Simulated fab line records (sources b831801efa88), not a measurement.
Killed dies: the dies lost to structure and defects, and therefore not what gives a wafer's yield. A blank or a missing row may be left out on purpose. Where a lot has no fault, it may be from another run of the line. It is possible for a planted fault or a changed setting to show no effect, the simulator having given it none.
fab line records -- flow sky130
record lots=5, wafers=15, lastDay=50
route steps=708 shown VIA1@473 METAL2@483 PAD_OPEN@708
lots that met no fault: taken from a fault-free run of the same line
startH: the number of hours between the record's first day and the start of the first shown wafer of the lot -- waitH: time in hours since the lot's previous step -- " repeats the value in the row above -- L1.1+2: several wafers, shown together as one row -- - no value, or no start given -- * or withheld: withheld -- < > ~ a bound
route shown NAME@n: names a module that has steps shown in the file, with the first one's number in the route -- usual: mean and standard deviation over wafers with no fault -- same: alike in all rows -- chamber/n: place in a boat -- sites: per-site readings -- _std_site: how widely they spread, as a standard deviation -- _edge_site: the outer-site mean with the inner-site mean subtracted -- radiusMm: how far each site lies from the wafer's centre -- mask NAME#n: copy n -- behind: the last tool/chamber to shape the wafer -- hold: the reason the lot was held/the length of the hold in hours/how it ended -- device: whichever transistor did not switch (one of n, p or np) -- end of line: the same wafers' tests at the end of the route -- a step without rows: its recipe alone -- killed: not the wafer's yield, but the dies lost to structure and defects at the first sort -- map: shows each die of a wafer: x if killed, . if not, _ if none is there
set.NAME: the setting that was run; set.NAME@STEP: the one run at that earlier step -- model.NAME: the simulator's own value behind a step, which no gauge read
certain route steps with their lots: each step a table, each wafer a row
services: a tool's chamber out of use, with start hour (startH, from the record's first day; less than 0 if before it), hours out, and reason
## steps
# step SKY_VIA1_ETCH_15
# recipe target=SiO2, chemistry=C4F8/O2/Ar, targetDepthNm=351, stopOn=TiN, maskMaterial=KrF-thick, sourceW=1500, biasW=1200, pressureMtorr=40, c4f8FlowSccm=withheld, O2_flow_sccm=6, Ar_flow_sccm=300, timeS=54
# usual biasW=1200/3.6, oesProductAu=0.980/0.006
lot.wafer,tool,chamber,startH,waitH,biasW,oesProductAu,rfHoursCounterH
L658.2,rieDiel-04,1,851.91,0.0,1204,0.976,0
L658.4,rieDiel-04,1,851.91,0.0,1198,0.988,-
L658.5,rieDiel-04,3,851.91,0.0,1201,0.980,-
L660.1,rieDiel-02,2,858.59,0.0,1196,0.970,3
L660.3,rieDiel-02,3,858.59,0.0,1201,0.979,12
L660.5,rieDiel-02,3,858.59,0.0,1196,0.977,-
L665.1,rieDiel-01,0,902.08,0.0,1198,0.969,18
L665.4,rieDiel-01,3,902.08,0.0,1202,0.982,20
L665.5,rieDiel-01,2,902.08,0.0,1196,0.982,-
L669.1,rieDiel-04,3,915.28,0.0,1198,0.979,3
L669.3,rieDiel-04,0,915.28,0.0,1202,0.988,15
L669.6,rieDiel-04,2,915.28,0.0,1203,0.984,-
L674.2,rieDiel-01,0,953.06,0.0,1198,0.977,19
L674.3,rieDiel-01,1,953.06,0.0,1203,0.975,18
L674.4,rieDiel-01,2,953.06,0.0,1192,0.982,12
# step SKY_VIA1_STRIP_16
# recipe chemistry=O2/N2, powerW=1400, pressureMtorr=1500, platenTempC=withheld, o2FlowSccm=3000, n2FlowSccm=300, overashFraction=0.5
# usual drypumpMotorCurrentA=5.9/0.34, oesProductAu=0.416/0.0043, stripTimeToEndpointS=4.464/0.027
lot.wafer,tool,chamber,startH,waitH,drypumpMotorCurrentA,oesProductAu,rfHoursCounterH,stripTimeToEndpointS
L658.2,plasmaAsher-01,1,851.95,0.0,6.0,0.414,11,4.485
L658.4,plasmaAsher-01,0,851.95,0.0,6.4,0.412,-,4.489
L658.5,plasmaAsher-01,0,851.95,0.0,6.4,0.408,-,4.459
L660.1,plasmaAsher-02,0,858.64,0.0,5.8,0.416,74,4.489
L660.3,plasmaAsher-02,1,858.64,0.0,5.6,0.417,-,4.448
L660.5,plasmaAsher-02,1,858.64,0.0,5.6,0.416,-,4.474
L665.1,plasmaAsher-01,0,902.12,0.0,6.4,0.415,15,4.472
L665.4,plasmaAsher-01,0,902.12,0.0,6.4,0.409,-,4.447
L665.5,plasmaAsher-01,1,902.12,0.0,5.9,0.416,-,4.419
L669.1,plasmaAsher-01,0,915.32,0.0,6.4,0.412,17,4.473
L669.3,plasmaAsher-01,1,915.32,0.0,5.9,0.416,-,4.438
L669.6,plasmaAsher-01,1,915.32,0.0,5.9,0.412,-,4.465
L674.2,plasmaAsher-02,1,953.11,0.0,5.6,0.421,83,4.497
L674.3,plasmaAsher-02,0,953.11,0.0,5.8,0.419,-,4.472
L674.4,plasmaAsher-02,1,953.11,0.0,5.6,0.408,-,4.423
# step SKY_VIA1_STRIP_17
# recipe chemistry=postEtchResidueRemover, timeS=1200, tempC=72.5
# step SKY_VIA1_CLEAN_18
# recipe chemistry=IPA, timeS=180, tempC=25
# step SKY_VIA1_CLEAN_19
# recipe chemistry=O3/DIW, dry=n2Spin
# step SKY_VIA1_SPUTTER_20
# recipe material=TiN, targetThkNm=20, chamberPressurePa=5, powerW=4000, timeS=80
# step SKY_VIA1_CVD_21
# recipe material=W, targetThkNm=270, timeS=80.902, tempC=400, pressureTorr=40
# usual heaterPowerW=901/42, susceptorTempC=399.96/0.25
lot.wafer,tool,chamber,startH,waitH,heaterPowerW,susceptorTempC
L658.2,cvdW-01,0,852.65,0.0,809,400.25
L658.4,cvdW-01,1,852.65,0.0,953,399.89
L658.5,cvdW-01,1,852.65,0.0,950,399.86
L660.1,cvdW-01,0,859.39,0.0,826,399.88
L660.3,cvdW-01,1,859.39,0.0,920,399.92
L660.5,cvdW-01,1,859.39,0.0,901,400.01
L665.1,cvdW-02,1,902.78,0.0,947,399.93
L665.4,cvdW-02,1,902.78,0.0,944,399.66
L665.5,cvdW-02,1,902.78,0.0,938,399.65
L669.1,cvdW-01,0,916.01,0.0,835,400.01
L669.3,cvdW-01,1,916.01,0.0,918,399.76
L669.6,cvdW-01,0,916.01,0.0,831,399.94
L674.2,cvdW-01,0,953.76,0.0,847,399.85
L674.3,cvdW-01,0,953.76,0.0,851,399.84
L674.4,cvdW-01,1,953.76,0.0,929,400.06
# step SKY_VIA1_RS_MEAS_22
# recipe thkMeasGauge=four-point-probe, reads=W_of_VIA1_CVD_21+TiN_of_VIA1_SPUTTER_20
# usual VIA1_W_RS=0.428/0.0043
lot.wafer,tool,chamber,startH,waitH,VIA1_W_RS[ohm/sq]
L658.2,filmMetro-01,-,852.76,0.1,0.431
L658.4,filmMetro-01,-,852.76,0.1,0.424
L658.5,filmMetro-01,-,852.76,0.1,0.429
L660.1,filmMetro-02,-,859.49,0.1,0.432
L660.3,filmMetro-02,-,859.49,0.1,0.425
L660.5,filmMetro-02,-,859.49,0.1,0.430
L665.1,filmMetro-02,-,902.88,0.1,0.442
L665.4,filmMetro-02,-,902.88,0.1,0.434
L665.5,filmMetro-02,-,902.88,0.1,0.438
L669.1,filmMetro-02,-,916.10,0.1,0.427
L669.3,filmMetro-02,-,916.10,0.1,0.426
L669.6,filmMetro-02,-,916.10,0.1,0.423
L674.2,filmMetro-01,-,953.87,0.1,0.428
L674.3,filmMetro-01,-,953.87,0.1,0.426
L674.4,filmMetro-01,-,953.87,0.1,0.427
# step SKY_VIA1_THK_MEAS_23
# recipe thkMeasGauge=xrf, reads=W_of_VIA1_CVD_21
# usual VIA1_W_THK=273/3.2
lot.wafer,tool,chamber,startH,waitH,VIA1_W_THK[nm]
L658.2,filmMetro-01,-,852.87,0.1,271
L658.4,filmMetro-01,-,852.87,0.1,276
L658.5,filmMetro-01,-,852.87,0.1,273
L660.1,filmMetro-02,-,859.61,0.1,275
L660.3,filmMetro-02,-,859.61,0.1,280
L660.5,filmMetro-02,-,859.61,0.1,277
L665.1,filmMetro-02,-,903.00,0.1,265
L665.4,filmMetro-02,-,903.00,0.1,270
L665.5,filmMetro-02,-,903.00,0.1,268
L669.1,filmMetro-02,-,916.22,0.1,275
L669.3,filmMetro-02,-,916.22,0.1,277
L669.6,filmMetro-02,-,916.22,0.1,281
L674.2,filmMetro-01,-,953.98,0.1,273
L674.3,filmMetro-01,-,953.98,0.1,274
L674.4,filmMetro-01,-,953.98,0.1,272
# step SKY_VIA1_CMP_24
# recipe stopOn=SiO2, tOverpolishS=15, downForcePsi=3.5, platenRpm=60, targetThkNm=0, padVelocityMS=0.94248
# step SKY_METAL2_SPUTTER_00
# recipe material=Ti, targetThkNm=15, powerW=3000, timeS=10, chamberPressurePa=0.4
# usual cathodeDcPowerW=3000.0/0.56, throttleValvePct=30.5/1.5
lot.wafer,tool,chamber,startH,waitH,cathodeDcPowerW,throttleValvePct
L658.2,pvdSputter-02,-,853.22,0.2,2999.9,28.8
L658.4,pvdSputter-02,-,853.22,0.2,2999.4,30.0
L658.5,pvdSputter-02,-,853.22,0.2,3000.1,30.5
L660.1,pvdSputter-01,-,859.97,0.2,2999.1,33.1
L660.3,pvdSputter-01,-,859.97,0.2,3000.1,29.6
L660.5,pvdSputter-01,-,859.97,0.2,2999.9,31.1
L665.1,pvdSputter-02,-,903.36,0.1,2999.8,30.7
L665.4,pvdSputter-02,-,903.36,0.1,3001.4,28.4
L665.5,pvdSputter-02,-,903.36,0.1,2999.0,30.5
L669.1,pvdSputter-03,-,916.58,0.1,2999.6,32.1
L669.3,pvdSputter-03,-,916.58,0.1,2999.8,29.5
L669.6,pvdSputter-03,-,916.58,0.1,3000.0,30.5
L674.2,pvdSputter-03,-,954.33,0.2,2999.9,27.4
L674.3,pvdSputter-03,-,954.33,0.2,2999.9,29.9
L674.4,pvdSputter-03,-,954.33,0.2,2999.2,31.9
# step SKY_METAL2_SPUTTER_01
# recipe material=TiN, targetThkNm=20, powerW=6500, timeS=16.7, chamberPressurePa=0.4
# usual cathodeDcPowerW=6500.2/1.1, throttleValvePct=30.5/1.4
lot.wafer,tool,chamber,startH,waitH,cathodeDcPowerW,throttleValvePct
L658.2,pvdSputter-02,-,853.25,0.0,6499.4,28.6
L658.4,pvdSputter-02,-,853.25,0.0,6499.1,30.1
L658.5,pvdSputter-02,-,853.25,0.0,6501.8,30.6
L660.1,pvdSputter-01,-,859.99,0.0,6500.9,33.4
L660.3,pvdSputter-01,-,859.99,0.0,6500.7,29.7
L660.5,pvdSputter-01,-,859.99,0.0,6500.9,30.9
L665.1,pvdSputter-02,-,903.38,0.0,6499.0,30.5
L665.4,pvdSputter-02,-,903.38,0.0,6501.2,28.8
L665.5,pvdSputter-02,-,903.38,0.0,6499.6,30.7
L669.1,pvdSputter-03,-,916.60,0.0,6499.5,31.9
L669.3,pvdSputter-03,-,916.60,0.0,6498.8,30.0
L669.6,pvdSputter-03,-,916.60,0.0,6497.8,30.5
L674.2,pvdSputter-03,-,954.35,0.0,6498.8,27.4
L674.3,pvdSputter-03,-,954.35,0.0,6499.2,29.8
L674.4,pvdSputter-03,-,954.35,0.0,6499.3,32.0
# step SKY_METAL2_SPUTTER_02
# recipe material=AlCu, targetThkNm=250, powerW=10600, timeS=13.3, chamberPressurePa=0.4
# usual cathodeDcPowerW=10600/2, throttleValvePct=30.4/1.5
lot.wafer,tool,chamber,startH,waitH,cathodeDcPowerW,throttleValvePct,model.AlCu_of_METAL2_SPUTTER_02.thkNm
L658.2,pvdSputter-02,-,853.27,0.0,10602,28.7,247.9
L658.4,pvdSputter-02,-,853.27,0.0,10598,30.2,248.7
L658.5,pvdSputter-02,-,853.27,0.0,10602,30.5,247
L660.1,pvdSputter-01,-,860.01,0.0,10603,33.2,249.8
L660.3,pvdSputter-01,-,860.01,0.0,10601,29.9,250.7
L660.5,pvdSputter-01,-,860.01,0.0,10601,31.1,250.9
L665.1,pvdSputter-02,-,903.40,0.0,10598,30.6,252.6
L665.4,pvdSputter-02,-,903.40,0.0,10598,28.5,234.8
L665.5,pvdSputter-02,-,903.40,0.0,10601,30.7,251.2
L669.1,pvdSputter-03,-,916.63,0.0,10601,32.0,247.6
L669.3,pvdSputter-03,-,916.63,0.0,10600,29.6,247.2
L669.6,pvdSputter-03,-,916.63,0.0,10598,30.6,249.5
L674.2,pvdSputter-03,-,954.38,0.0,10602,27.3,246.9
L674.3,pvdSputter-03,-,954.38,0.0,10598,29.8,250.6
L674.4,pvdSputter-03,-,954.38,0.0,10602,32.1,250.1
# step SKY_METAL2_SPUTTER_03
# recipe material=Ti, targetThkNm=5, powerW=3000, timeS=3.3, chamberPressurePa=0.4
# step SKY_METAL2_SPUTTER_04
# recipe material=TiN, targetThkNm=70, powerW=6500, timeS=58.3, chamberPressurePa=0.4
# step SKY_METAL2_RS_MEAS_05
# recipe thkMeasGauge=four-point-probe, reads=TiN_of_METAL2_SPUTTER_04+Ti_of_METAL2_SPUTTER_03+AlCu_of_METAL2_SPUTTER_02+TiN_of_METAL2_SPUTTER_01+Ti_of_METAL2_SPUTTER_00
# usual METAL2_ALCU_RS=0.1269/0.0011
lot.wafer,tool,chamber,startH,waitH,hold,METAL2_ALCU_RS[ohm/sq]
L658.2,filmMetro-03,-,853.38,0.0,-,0.1277
L658.4,filmMetro-03,-,853.38,0.0,-,0.1271
L658.5,filmMetro-03,-,853.38,0.0,-,0.1283
L660.1,filmMetro-01,-,860.11,0.0,-,0.1270
L660.3,filmMetro-01,-,860.11,0.0,-,0.1263
L660.5,filmMetro-01,-,860.11,0.0,-,0.1263
L665.1,filmMetro-01,-,903.49,0.0,awaitDispo/0.2h/release,0.1256
L665.4,filmMetro-01,-,903.49,0.0,awaitDispo/0.2h/release,0.1355
L665.5,filmMetro-01,-,903.49,0.0,awaitDispo/0.2h/release,0.1263
L665.1,filmMetro-01,-,903.78,0.3,-,0.1257
L665.4,filmMetro-01,-,903.78,0.3,-,0.1353
L665.5,filmMetro-01,-,903.78,0.3,-,0.1264
L669.1,filmMetro-03,-,916.72,0.0,-,0.1277
L669.3,filmMetro-03,-,916.72,0.0,-,0.1282
L669.6,filmMetro-03,-,916.72,0.0,-,0.1268
L674.2,filmMetro-03,-,954.49,0.0,-,0.1283
L674.3,filmMetro-03,-,954.49,0.0,-,0.1262
L674.4,filmMetro-03,-,954.49,0.0,-,0.1265
# step SKY_METAL2_THK_MEAS_06
# recipe thkMeasGauge=xrf, reads=AlCu_of_METAL2_SPUTTER_02
# usual METAL2_ALCU_THK=250.4/2.8
lot.wafer,tool,chamber,startH,waitH,hold,METAL2_ALCU_THK[nm]
L658.2,filmMetro-03,-,853.49,0.1,-,248.9
L658.4,filmMetro-03,-,853.49,0.1,-,247.7
L658.5,filmMetro-03,-,853.49,0.1,-,247.8
L660.1,filmMetro-01,-,860.23,0.1,-,250.4
L660.3,filmMetro-01,-,860.23,0.1,-,252.5
L660.5,filmMetro-01,-,860.23,0.1,-,250.2
L665.1,filmMetro-01,-,905.33,1.5,awaitDispo/0.2h/release,253.4
L665.4,filmMetro-01,-,905.33,1.5,awaitDispo/0.2h/release,237.9
L665.5,filmMetro-01,-,905.33,1.5,awaitDispo/0.2h/release,252.9
L665.1,filmMetro-01,-,905.61,0.3,-,253.6
L665.4,filmMetro-01,-,905.61,0.3,-,236.6
L665.5,filmMetro-01,-,905.61,0.3,-,252.3
L669.1,filmMetro-03,-,916.84,0.1,-,249.0
L669.3,filmMetro-03,-,916.84,0.1,-,248.3
L669.6,filmMetro-03,-,916.84,0.1,-,250.5
L674.2,filmMetro-03,-,954.60,0.1,-,248.4
L674.3,filmMetro-03,-,954.60,0.1,-,252.4
L674.4,filmMetro-03,-,954.60,0.1,-,250.9
# step SKY_PAD_OPEN_PROBE_99
# usual defectLimitedYield=82.3/2, killed_at_M0_to_M3=44/7.1, killed_at_M4_up=3.3/1.8, killedAtContacts=24/5.1, killedAtFrontEnd=16/4.7, killedAtOther=0.3/0.52, killedDies=87/9.7, killedOnRim=17/3.8, killedOpen=47/6.8, killedShort=39/6.7, sort_bin_3_pad_short=0.9/0.43, sort_bin_5_function=10.4/1.4, sort_bin_6_memory=6.4/1.2, sortNPass=405/9.7, sortYieldPct=82.3/2
# same grossDies=492, killedAtBackSide=0, sort_bin_4_leakage[%]=0, sort_bin_8_speed[%]=0
lot.wafer,tool,chamber,startH,waitH,defectLimitedYield[%],killed_at_M0_to_M3,killed_at_M4_up,killedAtContacts,killedAtFrontEnd,killedAtOther,killedDies,killedOnRim,killedOpen,killedShort,sort_bin_3_pad_short[%],sort_bin_5_function[%],sort_bin_6_memory[%],sortNPass,sortYieldPct[%],model.etest.met2.lineOhmUm,model.etest.met2.rsOhmSq
L658.2,prober-02,-,1122.33,0.1,83.1,37,4,27,15,0,83,19,43,40,0.2,10.0,6.7,409,83.1,0.9288,0.1297
L658.4,prober-02,-,1122.43,0.2,83.3,41,3,24,14,0,82,18,35,47,1.0,10.0,5.7,410,83.3,0.9646,0.1299
L658.5,prober-02,-,1122.48,0.2,83.1,41,5,26,11,0,83,14,51,32,0.2,10.2,6.5,409,83.1,0.9363,0.1295
L660.1,prober-02,-,1125.68,0.1,81.1,48,8,19,16,2,93,21,53,39,1.0,10.8,7.1,399,81.1,0.9253,0.1285
L660.3,prober-02,-,1125.78,0.2,83.3,48,4,21,9,0,82,14,44,37,1.4,10.4,4.9,410,83.3,0.9491,0.1281
L660.5,prober-02,-,1125.88,0.2,79.9,50,5,30,14,0,99,22,62,36,0.6,12.2,7.3,393,79.9,0.9137,0.1283
L665.1,prober-01,-,1156.95,0.1,79.5,59,5,17,20,0,101,21,55,46,1.4,11.6,7.5,391,79.5,0.9004,0.1275
L665.4,prober-01,-,1157.10,0.2,83.1,33,1,25,24,0,83,8,45,38,1.2,8.9,6.7,409,83.1,0.9702,0.1382
L665.5,prober-01,-,1157.15,0.2,81.3,47,5,25,15,0,92,16,51,41,1.4,11.0,6.3,400,81.3,0.8827,0.1268
L669.1,prober-01,-,1168.03,0.1,85.2,30,2,28,13,0,73,17,44,29,1.0,7.7,6.1,419,85.2,0.9247,0.1293
L669.3,prober-01,-,1168.13,0.2,82.5,38,4,29,15,0,86,13,49,37,0.8,10.6,6.1,406,82.5,0.9042,0.13
L669.6,prober-01,-,1168.28,0.2,83.5,42,5,22,12,0,81,19,47,34,0.6,9.6,6.3,411,83.5,0.9343,0.1282
L674.2,prober-02,-,1192.22,0.1,80.3,40,1,38,17,1,97,17,57,39,1.6,10.2,7.9,395,80.3,0.956,0.1293
L674.3,prober-02,-,1192.27,0.2,82.9,43,1,28,11,1,84,16,41,42,0.6,11.6,4.9,408,82.9,0.9389,0.1266
L674.4,prober-02,-,1192.32,0.2,85.4,31,1,25,13,2,72,13,44,26,0.4,8.5,5.7,420,85.4,0.9191,0.1282
# killed by level:class
L658.2 VIA1:geometricParticle:open=11 METAL2:geometricParticle:short=9 CONTACT:geometricParticle:open=8 LI_CONTACT:geometricParticle:open=7 LI_CONTACT:geometricParticle:short=5 METAL1:geometricParticle:short=5 VIA2:geometricParticle:open=5 FIELD_ISO:geometricParticle:short=4
L658.4 CONTACT:geometricParticle:open=8 CONTACT:geometricParticle:short=7 VIA2:geometricParticle:open=6 METAL1:geometricParticle:short=6 VIA1:geometricParticle:short=5 POLY_GATE:geometricParticle:short=5 LOCAL_INTERCONNECT:geometricParticle:short=5 VIA1:geometricParticle:open=5
L658.5 LI_CONTACT:geometricParticle:open=10 CONTACT:geometricParticle:open=8 VIA1:geometricParticle:open=8 VIA3:geometricParticle:open=6 VIA1:geometricParticle:short=6 VIA2:geometricParticle:open=6 METAL1:geometricParticle:short=5 POLY_GATE:geometricParticle:open=4
L660.1 VIA1:geometricParticle:open=16 CONTACT:geometricParticle:open=10 METAL2:geometricParticle:short=8 VIA2:geometricParticle:open=7 POLY_GATE:geometricParticle:short=5 METAL4:geometricParticle:short=5 FIELD_ISO:geometricParticle:open=4 LOCAL_INTERCONNECT:geometricParticle:short=4
L660.3 CONTACT:geometricParticle:open=8 VIA2:geometricParticle:open=8 VIA1:geometricParticle:open=7 VIA3:geometricParticle:open=6 VIA1:geometricParticle:short=6 METAL2:geometricParticle:short=5 LOCAL_INTERCONNECT:geometricParticle:short=4 METAL1:geometricParticle:short=4
L660.5 VIA1:geometricParticle:open=21 CONTACT:geometricParticle:open=14 LI_CONTACT:geometricParticle:open=6 CONTACT:geometricParticle:short=5 VIA3:geometricParticle:open=5 FIELD_ISO:geometricParticle:short=4 METAL4:geometricParticle:short=4 SPACER:geometricParticle:open=4
L665.1 VIA1:geometricParticle:open=15 METAL2:geometricParticle:short=12 VIA2:geometricParticle:open=10 POLY_GATE:geometricParticle:open=8 VIA1:geometricParticle:short=7 CONTACT:geometricParticle:open=6 VIA3:geometricParticle:open=6 FIELD_ISO:geometricParticle:open=4
L665.4 CONTACT:geometricParticle:open=8 FIELD_ISO:geometricParticle:open=7 VIA1:geometricParticle:open=7 FIELD_ISO:geometricParticle:short=6 LI_CONTACT:geometricParticle:open=6 LOCAL_INTERCONNECT:geometricParticle:short=6 VIA1:geometricParticle:short=5 CONTACT:geometricParticle:short=4
L665.5 VIA1:geometricParticle:open=11 LI_CONTACT:geometricParticle:open=8 CONTACT:geometricParticle:open=7 VIA2:geometricParticle:open=7 LOCAL_INTERCONNECT:geometricParticle:short=6 METAL1:geometricParticle:short=6 METAL2:geometricParticle:short=6 VIA3:geometricParticle:open=5
L669.1 LI_CONTACT:geometricParticle:open=12 CONTACT:geometricParticle:open=9 VIA1:geometricParticle:open=8 METAL1:geometricParticle:short=5 CONTACT:geometricParticle:short=4 VIA2:geometricParticle:open=4 VIA3:geometricParticle:open=4 POLY_GATE:geometricParticle:short=3
L669.3 CONTACT:geometricParticle:open=11 LI_CONTACT:geometricParticle:open=9 VIA1:geometricParticle:open=8 POLY_GATE:geometricParticle:open=7 METAL1:geometricParticle:short=6 LI_CONTACT:geometricParticle:short=5 VIA1:geometricParticle:short=4 VIA3:geometricParticle:open=4
L669.6 CONTACT:geometricParticle:open=8 VIA2:geometricParticle:open=8 VIA3:geometricParticle:open=8 LI_CONTACT:geometricParticle:open=7 POLY_GATE:geometricParticle:open=6 LOCAL_INTERCONNECT:geometricParticle:short=6 VIA1:geometricParticle:open=6 METAL2:geometricParticle:short=6
L674.2 CONTACT:geometricParticle:open=15 VIA3:geometricParticle:open=9 LI_CONTACT:geometricParticle:open=8 VIA1:geometricParticle:open=8 LOCAL_INTERCONNECT:geometricParticle:short=6 FIELD_ISO:geometricParticle:short=5 POLY_GATE:geometricParticle:short=5 CONTACT:geometricParticle:short=5
L674.3 CONTACT:geometricParticle:open=11 METAL3:geometricParticle:short=8 VIA1:geometricParticle:open=8 METAL2:geometricParticle:short=7 LI_CONTACT:geometricParticle:open=6 FIELD_ISO:geometricParticle:open=4 LI_CONTACT:geometricParticle:short=4 LOCAL_INTERCONNECT:geometricParticle:short=4
L674.4 CONTACT:geometricParticle:open=11 VIA1:geometricParticle:open=8 VIA2:geometricParticle:open=7 FIELD_ISO:geometricParticle:open=6 LOCAL_INTERCONNECT:geometricParticle:short=5 VIA3:geometricParticle:open=5 LI_CONTACT:geometricParticle:open=4 CONTACT:geometricParticle:short=4
## services
tool,chamber,startH,hours,kind
rieDiel-04,1,830.09,-,clean
rieDiel-04,1,830.09,18.6,scheduledDown
rieDiel-04,1,830.09,18.6,ventCycle
rieDiel-04,-,830.93,2.8,pm
pvdSputter-03,0,839.61,-,consumableReplace:kit
pvdSputter-03,0,839.61,18.0,scheduledDown
pvdSputter-03,0,839.61,18.0,ventCycle
rieDiel-01,0,839.87,6.8,repair
rieDiel-04,0,848.70,8.2,repair
rieDiel-02,3,859.12,6.3,repair
rieDiel-01,3,872.94,4.1,repair
cvdW-01,-,876.97,6.9,pm
pvdSputter-01,-,877.90,3.2,repair
plasmaAsher-01,-,877.99,4.4,repair
rieDiel-01,3,883.47,2.9,repair
rieDiel-02,3,892.25,4.3,repair
pvdSputter-01,-,901.31,6.1,repair
pvdSputter-02,-,903.64,2.6,repair
cvdW-02,-,904.00,14.0,pm
cvdW-02,0,904.00,14.0,ventCycle
cvdW-02,1,904.00,14.0,ventCycle
rieDiel-01,3,917.72,3.3,repair
cvdW-02,0,918.00,-,clean
rieDiel-04,1,921.61,5.1,repair
## key
firstSign step=SKY_METAL2_RS_MEAS_05, reading=visit, direction=added
effect step=SKY_METAL2_RS_MEAS_05, reading=METAL2_ALCU_RS, direction=up, sigmas=7.6, usual=0.1269, struck=0.1355
effect step=SKY_METAL2_THK_MEAS_06, reading=visit, direction=added
modelEffect step=SKY_METAL2_SPUTTER_02, value=AlCu_of_METAL2_SPUTTER_02.thkNm, without=251.7, struck=234.8
modelEffect step=SKY_PAD_OPEN_PROBE_99, value=etest.met2.lineOhmUm, without=0.9028, struck=0.9702
metAt SKY_METAL2_SPUTTER_02
struckWafers L665.4
onsetBetween 853.27 903.40
fault kind=processParameterDrift, tool=pvdSputter-02, chamber=-, onsetH=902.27, steps=SKY_METAL2_SPUTTER_02, channel=targetThkNm, offset=-16.912, shape=step, endH=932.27, actsIn=theseRecipesOnly, stated=250, scope=struckWafersOnly
